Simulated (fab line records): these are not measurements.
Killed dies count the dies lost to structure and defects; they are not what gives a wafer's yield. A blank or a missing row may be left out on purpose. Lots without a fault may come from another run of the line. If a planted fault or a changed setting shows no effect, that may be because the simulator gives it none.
Matching of chambers / flow gf180mcu / 4 sister chambers for GF_V3_CMP_26 on cmp-01
The step polishes, stops on SiO2, t overpolish 15 s, target thk 0 nm. 4 wafers are shown with their chamber, then 11 later ones without.

## WAFERS PAIRED WITH THEIR CHAMBERS
wafer=L088.6; chamber=2; motorCurrentA (A)=10.0
wafer=L092.4; chamber=3; motorCurrentA (A)=8.6
wafer=L092.5; chamber=0; motorCurrentA (A)=10.6
wafer=L095.1; chamber=1; motorCurrentA (A)=13.5

## WAFERS WHOSE CHAMBER IS MISSING
wafer=L095.3; motorCurrentA (A)=10.9
wafer=L095.6; motorCurrentA (A)=13.4
wafer=L096.1; motorCurrentA (A)=14.1
wafer=L096.5; motorCurrentA (A)=10.9
wafer=L096.6; motorCurrentA (A)=8.3
wafer=L097.2; motorCurrentA (A)=8.1
wafer=L097.4; motorCurrentA (A)=11.0
wafer=L097.6; motorCurrentA (A)=8.5
wafer=L097.1; motorCurrentA (A)=9.4
wafer=L097.3; motorCurrentA (A)=14.0
wafer=L097.5; motorCurrentA (A)=11.4

## WHICH CHAMBER EACH WENT THROUGH
wafer=L095.3; from the rows above=can't be placed: 0 or 2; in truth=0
wafer=L095.6; from the rows above=1; in truth=1
wafer=L096.1; from the rows above=1; in truth=1
wafer=L096.5; from the rows above=can't be placed: 0 or 2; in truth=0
wafer=L096.6; from the rows above=3; in truth=3
wafer=L097.2; from the rows above=3; in truth=3
wafer=L097.4; from the rows above=can't be placed: 0 or 2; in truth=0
wafer=L097.6; from the rows above=3; in truth=3
wafer=L097.1; from the rows above=can't be placed: 2 or 3 or 0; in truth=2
wafer=L097.3; from the rows above=1; in truth=1
wafer=L097.5; from the rows above=can't be placed: 0 or 2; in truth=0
Correctly placed: 6 of 11. Unplaceable from these rows: 5, with the true chamber sitting among the candidates in 5. Wrongly placed: 0.
How it was worked out, from the rows above alone: a wafer's distance from a chamber is the root of the sum, over the readings, of the square of ((its reading less the chamber's mean) divided by the reading's scatter). The wafer belongs to the nearest chamber; if the next one is less than 2 further off, it can't be placed. Each chamber's mean is taken over the wafers shown for it. The scatter: with one shown wafer a chamber, the root of the mean of the squares of how far each hidden wafer lies from its nearest shown one.
